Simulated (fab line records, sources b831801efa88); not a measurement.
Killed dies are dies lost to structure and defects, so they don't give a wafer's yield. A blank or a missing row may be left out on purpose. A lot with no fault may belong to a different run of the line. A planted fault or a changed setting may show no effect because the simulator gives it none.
Struck lot and sound lot, side by side + flow gf180mcu + 20 steps out of a route of 602
Sound: these wafers, L332.2, L332.3, L332.4. The struck wafers were L333.2, L333.3, L333.4. At the end, the cause is stated.
Per side, at each step with rows, come the tool, then ch with its chambers, and then its first start. Under that, the readings that differ: sound wafers + struck wafers + difference of the means + sigmas: that difference in standard deviations of wafers without a fault.
alike: same words and numbers on both sides, and readings whose means sit less than 2 such deviations apart. not compared: any withheld reading, any reading some wafer has no value for, any bound like >300 that may hide the same value, and any number with overlapping values for which the record gives no deviation.
The two part at a step that has a row with sigmas, a row that says differs or no value, or rows on one side only. Numbers that don't overlap but have no deviation are shown without sigmas and don't part them. A reading that every wafer of one side lacks parts them only if that side has two wafers or more.

GF_POLY_GATE_ETCH_13: etches poly-Si in HBr/Cl2, stops on SiO2, target depth 198.5 nm, time 69.6 s.
  sound on rieSi-01 ch 1,3, day 10 23:52; struck on rieSi-02 ch 0,1,2, day 11 09:01
  alike: drypumpMotorCurrentA, oesProductAu, throttleValvePct
  not compared: rfHoursCounterH
GF_POLY_GATE_STRIP_14: strips in O2/N2.
  sound on plasmaAsher-01 ch 0,1, day 10 23:55; struck on plasmaAsher-01 ch 0,1, day 11 09:04
  alike: drypumpMotorCurrentA, heaterPowerW, oesProductAu
  not compared: rfHoursCounterH
then, 2 steps without rows for these wafers: GF_POLY_GATE_CLEAN_15 (cleans in SC1/SC2, time 150 s); GF_POLY_GATE_OXIDATION_16 (stabilise 600 s, purge 300 s, target thk 4 nm).
GF_POLY_GATE_THK_MEAS_17:
  sound: filmMetro-03 at day 11 03:26; struck: filmMetro-03 at day 11 14:10
  alike: POLY_GATE_OXIDATION_THK
GF_POLY_GATE_CD_MEAS_18:
  sound: cdSem-02 at day 11 03:31; struck: cdSem-01 at day 11 14:15
  alike: cdNm
then, 6 steps without rows for these wafers: GF_HV_LDD_DEHYDRATE_00 (time 60 s); GF_HV_LDD_HMDS_01 (prime time 60 s); GF_HV_LDD_COAT_02 (resist thk 1000 nm); GF_HV_LDD_SOFTBAKE_03 (time 60 s); GF_HV_LDD_EXPOSE_04 (exposes mask Nplus LV AREA, target cd 400 nm); GF_HV_LDD_PEB_05.
GF_HV_LDD_DEVELOP_06: develop time 60 s.
  sound on lithoTrack-03 ch 0, day 11 21:15; struck on lithoTrack-02 ch 0, day 12 09:32
  alike: exhaustPa
GF_HV_LDD_CD_MEAS_07 targets a cd of 400 nm.
  sound: cdSem-02 at day 11 21:24; struck: cdSem-02 at day 12 09:41
| reading   | sound             | struck | difference                    | sigmas |
|-----------|-------------------|--------|-------------------------------|--------|
| cdNm (nm) | 399.4 398.7 399.2 | - - -  | no value on the struck wafers |        |
GF_HV_LDD_OVL_MEAS_08:
  sound: overlay-02 at day 11 21:30; struck: overlay-01 at day 12 09:47
| reading         | sound       | struck | difference                    | sigmas |
|-----------------|-------------|--------|-------------------------------|--------|
| HV_LDD_OVL (nm) | 2.8 2.4 1.7 | - - -  | no value on the struck wafers |        |
after that, 1 step had no rows for these wafers: GF_HV_LDD_IMPLANT_09.
GF_HV_LDD_STRIP_10: strips in O2/N2.
  sound on plasmaAsher-01 ch 0,1, day 11 21:41; struck on plasmaAsher-03 ch 0,1, day 12 09:58
  alike: drypumpMotorCurrentA, heaterPowerW, oesProductAu, stripTimeToEndpointS
  not compared: rfHoursCounterH
GF_HV_LDD_TW_MEAS_11:
  sound: filmMetro-03 at day 11 21:47; struck: filmMetro-03 at day 12 10:04
| reading   | sound          | struck   | difference | sigmas      |
|-----------|----------------|----------|------------|-------------|
| HV_LDD_TW | 2397 2380 2389 | 30 29 30 | -2359      | -99 or more |
then, 1 step without rows for these wafers: GF_HV_LDD_DEHYDRATE_12 (time 60 s).
-- here the record skips 19 days between the struck wafers' starts before and after, leaving off in module HV_LDD and picking up in module PASSIVATION (first step shown: number 602 of the route) --
GF_PASSIVATION_PROBE_99:
  rows exist in the record for the struck wafers here (prober-02, day 31 11:28), but not for the sound ones

WHERE THEY PART
Earliest at GF_HV_LDD_CD_MEAS_07; latest, in this record, at GF_PASSIVATION_PROBE_99.

WHY: what the simulator had put in
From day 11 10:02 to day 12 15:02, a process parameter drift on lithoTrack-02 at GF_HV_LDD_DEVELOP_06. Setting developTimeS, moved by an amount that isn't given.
